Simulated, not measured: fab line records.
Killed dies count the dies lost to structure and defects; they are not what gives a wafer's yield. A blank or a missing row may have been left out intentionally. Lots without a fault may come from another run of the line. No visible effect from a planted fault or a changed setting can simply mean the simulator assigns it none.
fab line records	flow sky130
record lots=13	wafers=39	last-day=50
route steps=708 shown DNWELL@39
lots untouched by any fault: they come from a run of this same line in which no faults occurred
start-h: the number of hours between the record's first day and the start of the first shown wafer of the lot	wait-h: hours since the lot's step before	" repeats the value in the row above	L1.1+2: several wafers, shown together as one row	- value missing, or start not given	* or withheld: withheld	< > ~ a bound
route shown NAME@n: NAME is a module with steps in the file, n the number in the route of the first one	usual: average and standard deviation across the fault-free wafers	same: alike in all rows	chamber/n: place in a boat	sites: each site's reading	_std_site: their standard deviation	_edge_site: mean of outer sites minus mean of inner sites	radius-mm: how far each site lies from the wafer's centre	mask NAME#n: copy n	behind: tool/chamber where the wafer was last shaped	hold: reason for holding the lot/hours on hold/outcome of the hold	device: names the non-switching transistor (n, p or np)	end of line: the same wafers' tests at the end of the route	a step with no rows: only its recipe	killed: the dies lost at the first sort to structure and to defects; this is not the yield of the wafer	map: a wafer's dies, x killed, . not, _ none there
set.NAME: the run value of the setting; set.NAME@STEP: its run value at that earlier step	model.NAME: the simulator's own value behind a step, which no gauge read
route steps across a sampled set of lots; one table per step, one row per wafer
services: the hour from which a tool's chamber was out of use, counted from the record's first day as start-h (under 0 if before that day), plus the number of hours and why
## steps
# step SKY_DNWELL_EXPOSE_04
# recipe mask-id=DNM	na=0.57	target-cd-nm=3000	dose-mj=222
lot.wafer	tool	chamber	start-h	wait-h	mask
L565.3+5+6	iline-stepper-01	0	47.79	-	DNM#0
L568.3+4+5	iline-stepper-02	0	66.12	-	DNM#0
L567.1+2+5	iline-stepper-01	0	66.48	-	DNM#0
L569.2+3+5	iline-stepper-01	0	72.62	-	DNM#0
L570.2+5+6	iline-stepper-01	0	74.81	-	DNM#0
L572.3+4+6	iline-stepper-01	0	81.03	-	DNM_R1#0
L581.1+3+5	iline-stepper-01	0	128.77	-	DNM#0
L582.3+4+5	iline-stepper-02	0	134.79	-	DNM#0
L583.3+4+5	iline-stepper-02	0	139.33	-	DNM#0
L584.1+5+6	iline-stepper-02	0	146.24	-	DNM#0
L586.1+4+6	iline-stepper-01	0	156.33	-	DNM#0
L587.2+4+5	iline-stepper-02	0	164.44	-	DNM#0
L588.4+5+6	iline-stepper-01	0	169.51	-	DNM#0
## services
tool	chamber	start-h	hours	kind
iline-stepper-02	-	35.85	1.7	pm
iline-stepper-02	-	98.60	3.3	repair
iline-stepper-01	-	105.91	1.7	pm
iline-stepper-01	-	133.70	2.1	pm
iline-stepper-01	-	135.79	-	consumable-replace:lamp
iline-stepper-01	-	135.84	9.6	repair
iline-stepper-01	0	151.96	-	calibration
## key
first-sign step=SKY_DNWELL_EXPOSE_04	reading=mask	direction=changed
effect none on later readings
met-at SKY_DNWELL_EXPOSE_04
struck-lots L572
sort-left-out L572.3,L572.4,L572.6
tester-left-out L572
onset-between 74.81 81.03
fault kind=wrong-mask	tool=any	chamber=-	onset-h=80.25	steps=SKY_DNWELL_EXPOSE_04	aux-copy=DNM_R1#0	cd-offset-nm=-600	scope=struck-lots-only
# tester-left-out: of these lots the tester's yield and bins aren't shown, on N5 and GAA mostly nor the transistor test; their killed dies are dies lost to structure and defects alone, not to doping, threshold or leakage, so they don't give the yield
# sort-left-out: the simulated sort isn't trusted on such a fault, so these wafers' sort isn't shown, and their yield isn't known
